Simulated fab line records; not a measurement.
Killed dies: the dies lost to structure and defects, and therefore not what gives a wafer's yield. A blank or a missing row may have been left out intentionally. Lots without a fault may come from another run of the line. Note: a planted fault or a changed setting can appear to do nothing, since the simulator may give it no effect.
fab line records	flow sfqLine	part 2 of 2: steps 30 to 40 of 40
[record] lots = 5	wafers = 15	lastDay = 97
route steps=325 shown M0@29 I0@43 M1@58
lots with no fault: from the same line, run without faults
startH: start of the lot's first displayed wafer, in hours after the record's first day	waitH: hours elapsed since this lot's preceding step	" the same as in the row above	L1.1+2: a single row standing in for several wafers	- no value, or no start given	* or withheld: withheld	< > ~ a bound
route shown NAME@n: a module of which the file shows steps, and the number in the route of the first	usual: the fault-free wafers' mean and standard deviation	same: alike in all rows	chamber/n: place in a boat	sites: the reading at each site	_std_site: how widely they spread, as a standard deviation	_edge_site: inner sites' mean taken away from outer sites' mean	radiusMm: for every site, how far away it sits from the centre of the wafer	mask NAME#n: copy n	behind: the most recent tool/chamber to have shaped the wafer	hold: why the lot was held/for how many hours/how that ended	device: which transistor (n, p or np) failed to switch	end of line: the route-end tests of the same wafers	where a step has no rows: the recipe by itself	killed: at the first sort, the dies lost to defects and structure; wafer yield is something else	map: a wafer's dies, x killed, . not, _ none there
set.NAME: the setting that was run; set.NAME@STEP: the one run at that earlier step	model.NAME: the simulator's own value behind a step, which no gauge read
certain route steps with their lots: each step a table, each wafer a row
services: from which hour (startH, from the record's first day; less than 0 if before it) a tool's chamber was out of use, for how many hours, and why
[[steps]]
[step SFQ_TRILAYER_M1_DEP_SPUTTER_037]
[recipe] material = Nb	basePressurePa = 1.33e-06	chamberPressurePa = 0.1333	substrateTempC = 20	resputterCathodeVoltageV = 400	targetThkNm = 200	powerW = 2000	timeS = 133.3
[usual] resputterCathodeVoltageV = 400/3.9	throttleValvePct = 29.8/0.99
lot.wafer	tool	chamber	startH	waitH	resputterCathodeVoltageV	throttleValvePct
L076.2	pvdSputter-03	-	474.26	0.0	402	31.1
L076.3	"	-	"	"	399	29.9
L076.4	"	-	"	"	400	29.8
L082.1	pvdSputter-05	-	542.61	0.0	399	29.1
L082.2	"	-	"	"	401	30.8
L082.6	"	-	"	"	406	31.4
L084.1	pvdSputter-04	-	562.73	0.0	405	29.6
L084.2	"	-	"	"	404	29.2
L084.4	"	-	"	"	398	28.1
L091.1	pvdSputter-05	-	651.32	0.0	396	29.5
L091.2	"	-	"	"	401	30.1
L091.6	"	-	"	"	392	31.3
L096.2	pvdSputter-03	-	678.92	0.0	400	29.6
L096.3	"	-	"	"	399	28.3
L096.4	"	-	"	"	396	31.0
[step SFQ_M1_RS_MEAS_909]
[recipe] thkMeasGauge = four-point-probe	reads = Nb_of_TRILAYER_M1_DEP_SPUTTER_037
[usual] M1_NB_RS = 0.885/0.011
lot.wafer	tool	chamber	startH	waitH	M1_NB_RS[ohm/sq]
L076.2	filmMetro-03	-	474.37	0.1	0.873
L076.3	"	-	"	"	0.881
L076.4	"	-	"	"	0.886
L082.1	filmMetro-01	-	542.70	0.0	0.889
L082.2	"	-	"	"	0.884
L082.6	"	-	"	"	0.885
L084.1	filmMetro-02	-	562.82	0.0	0.888
L084.2	"	-	"	"	0.895
L084.4	"	-	"	"	0.893
L091.1	filmMetro-03	-	651.41	0.0	0.882
L091.2	"	-	"	"	0.896
L091.6	"	-	"	"	0.882
L096.2	filmMetro-02	-	679.03	0.1	0.885
L096.3	"	-	"	"	0.871
L096.4	"	-	"	"	0.881
[step SFQ_TRILAYER_M1_LITHO_COAT_044]
[recipe] resist = BARC	spinRpm = 3000	resistThkNm = 62
lot.wafer	tool	chamber	startH	waitH
L076.2+3+4	lithoTrack-04	0	474.58	0.1
L082.1+2+6	lithoTrack-01	0	542.88	0.1
L084.1+2+4	lithoTrack-02	0	563.00	0.1
L091.1+2+6	lithoTrack-01	0	651.59	0.1
L096.2+3+4	lithoTrack-02	0	679.24	0.1
[step SFQ_TRILAYER_M1_LITHO_COAT_039]
[recipe] resist = KrF	spinRpm = 3000	resistThkNm = 600
lot.wafer	tool	chamber	startH	waitH
L076.2+3+4	lithoTrack-04	0	474.88	0.2
L082.1+2+6	lithoTrack-01	0	543.18	0.2
L084.1+2+4	lithoTrack-02	0	563.30	0.2
L091.1+2+6	lithoTrack-01	0	651.89	0.2
L096.2+3+4	lithoTrack-02	0	679.54	0.2
[step SFQ_TRILAYER_M1_LITHO_SOFTBAKE_043]
[recipe] tempC = withheld	timeS = withheld	resist = KrF
lot.wafer	tool	chamber	startH	waitH
L076.2+3+4	lithoTrack-04	0	475.16	0.2
L082.1+2+6	lithoTrack-01	0	543.48	0.2
L084.1+2+4	lithoTrack-02	0	563.60	0.2
L091.1+2+6	lithoTrack-01	0	652.19	0.2
L096.2+3+4	lithoTrack-02	0	679.82	0.2
[step SFQ_TRILAYER_M1_LITHO_EXPOSE_040]
[recipe] maskId = M1	na = 0.6	sourceShape = conventional	sigmaOuter = 0.65	targetCdNm = 500	doseMj = 14.4
lot.wafer	tool	chamber	startH	waitH	mask
L076.2+3+4	krfScanner-01	0	628.50	-	M1#0
L082.1+2+6	krfScanner-02	0	707.63	-	M1#0
L084.1+2+4	krfScanner-01	0	725.04	-	M1#0
L091.1+2+6	krfScanner-02	0	806.77	-	M1#0
L096.2+3+4	krfScanner-02	0	835.77	-	M1#0
[step SFQ_TRILAYER_M1_LITHO_PEB_042]
[recipe] pebTempC = 115	pebTimeS = 60	resist = KrF
[usual] heaterPowerTotalW = 79.15/0.064
lot.wafer	tool	chamber	startH	waitH	heaterPowerTotalW
L076.2	lithoTrack-04	0	629.53	0.8	79.18
L076.3	"	0	"	"	79.10
L076.4	"	0	"	"	79.09
L082.1	lithoTrack-01	0	708.83	1.0	79.12
L082.2	"	0	"	"	79.07
L082.6	"	0	"	"	79.02
L084.1	lithoTrack-01	0	726.24	1.0	79.15
L084.2	"	0	"	"	79.17
L084.4	"	0	"	"	79.04
L091.1	lithoTrack-04	0	807.97	1.0	79.16
L091.2	"	0	"	"	79.16
L091.6	"	0	"	"	79.26
L096.2	lithoTrack-02	0	836.80	0.8	79.20
L096.3	"	0	"	"	79.23
L096.4	"	0	"	"	79.15
[step SFQ_TRILAYER_M1_LITHO_DEVELOP_041]
[recipe] timeS = 60	resist = KrF
lot.wafer	tool	chamber	startH	waitH
L076.2+3+4	lithoTrack-04	0	629.68	0.1
L082.1+2+6	lithoTrack-01	0	708.98	0.1
L084.1+2+4	lithoTrack-01	0	726.39	0.1
L091.1+2+6	lithoTrack-04	0	808.12	0.1
L096.2+3+4	lithoTrack-02	0	836.95	0.1
[step SFQ_M1_OVL_MEAS_911]
[usual] M1_OVL = 3/6.6
lot.wafer	tool	chamber	startH	waitH	M1_OVL[nm]
L076.2	overlay-02	-	629.81	0.1	11
L076.3	"	-	"	"	7
L076.4	"	-	"	"	10
L082.1	overlay-02	-	709.13	0.1	-1
L082.2	"	-	"	"	4
L082.6	"	-	"	"	2
L084.1	overlay-01	-	726.54	0.1	2
L084.2	"	-	"	"	7
L084.4	"	-	"	"	8
L091.1	overlay-01	-	808.27	0.1	7
L091.2	"	-	"	"	17
L091.6	"	-	"	"	16
L096.2	overlay-02	-	837.08	0.1	6
L096.3	"	-	"	"	2
L096.4	"	-	"	"	6
[step SFQ_TRILAYER_M1_BARC_OPEN_METAL_ETCH_054]
[recipe] maskMaterial = PR	chemistry = O2	targetDepthNm = 125	target = BARC	icpW = 600	biasW = 80	pressureMtorr = 10	timeS = 41.7
[usual] drypumpMotorCurrentA = 5.6/0.46	oesProductAu = 0.685/0.0046
lot.wafer	tool	chamber	startH	waitH	drypumpMotorCurrentA	oesProductAu	rfHoursCounterH
L076.2	rieMetal-01	1	629.84	0.0	5.4	0.684	50
L076.3	"	0	"	"	5.9	0.689	-
L076.4	"	1	"	"	5.4	0.684	-
L082.1	rieMetal-03	0	709.17	0.0	5.5	0.688	7
L082.2	"	1	"	"	4.9	0.680	67
L082.6	"	0	"	"	5.5	0.689	-
L084.1	rieMetal-03	1	726.57	0.0	4.8	0.688	69
L084.2	"	0	"	"	5.6	0.683	9
L084.4	"	1	"	"	4.8	0.675	-
L091.1	rieMetal-01	1	808.31	0.0	5.3	0.688	74
L091.2	"	0	"	"	5.9	0.677	100
L091.6	"	0	"	"	5.9	0.690	-
L096.2	rieMetal-04	1	837.11	0.0	6.2	0.691	57
L096.3	"	1	"	"	6.2	0.682	-
L096.4	"	0	"	"	5.6	0.688	-
[step SFQ_TRILAYER_M1_ETCH_METAL_ETCH_042]
[recipe] target = Nb	stopOn = SiO2	maskMaterial = PR	chemistry = Cl2/Ar	targetDepthNm = 240	icpW = 609.6	biasW = 80	pressureMtorr = 10	timeS = 120
[usual] drypumpMotorCurrentA = 5.6/0.47	oesProductAu = 0.898/0.0079
lot.wafer	tool	chamber	startH	waitH	drypumpMotorCurrentA	oesProductAu	rfHoursCounterH
L076.2	rieMetal-01	1	629.90	0.0	5.4	0.896	50
L076.3	"	0	"	"	5.9	0.899	-
L076.4	"	1	"	"	5.4	0.897	-
L082.1	rieMetal-03	0	709.23	0.0	5.6	0.887	7
L082.2	"	1	"	"	4.8	0.899	67
L082.6	"	0	"	"	5.6	0.905	-
L084.1	rieMetal-03	1	726.63	0.0	4.8	0.893	69
L084.2	"	0	"	"	5.5	0.893	9
L084.4	"	1	"	"	4.8	0.893	-
L091.1	rieMetal-01	1	808.37	0.0	5.4	0.907	74
L091.2	"	0	"	"	5.9	0.893	100
L091.6	"	0	"	"	5.9	0.900	-
L096.2	rieMetal-04	1	837.17	0.0	6.2	0.904	57
L096.3	"	1	"	"	6.2	0.901	-
L096.4	"	0	"	"	5.5	0.898	-
[[services]]
tool	chamber	startH	hours	kind
krfScanner-01	-	191.39	1.3	pm
krfScanner-01	-	257.67	1.0	pm
rieMetal-04	-	264.11	0.5	repair
rieMetal-04	0	308.52	43.5	repair
krfScanner-01	-	319.48	0.8	pm
krfScanner-01	-	366.87	1.3	pm
krfScanner-01	-	371.09	0.3	repair
rieMetal-04	-	374.18	1.4	pm
krfScanner-01	-	425.92	1.0	pm
krfScanner-01	-	488.57	0.8	pm
rieMetal-04	-	519.83	0.7	repair
rieMetal-04	-	538.65	2.8	pm
krfScanner-01	-	542.51	1.3	pm
rieMetal-04	1	558.52	7.9	repair
krfScanner-01	-	583.85	0.2	repair
krfScanner-01	-	586.52	1.0	repair
krfScanner-01	-	594.90	1.0	pm
krfScanner-01	-	648.70	3.6	pm
krfScanner-01	-	656.39	0.8	pm
rieMetal-04	-	702.65	0.9	repair
krfScanner-01	-	718.03	1.3	pm
rieMetal-04	-	731.14	1.0	repair
rieMetal-04	1	789.71	1.1	repair
rieMetal-04	-	795.78	0.7	repair
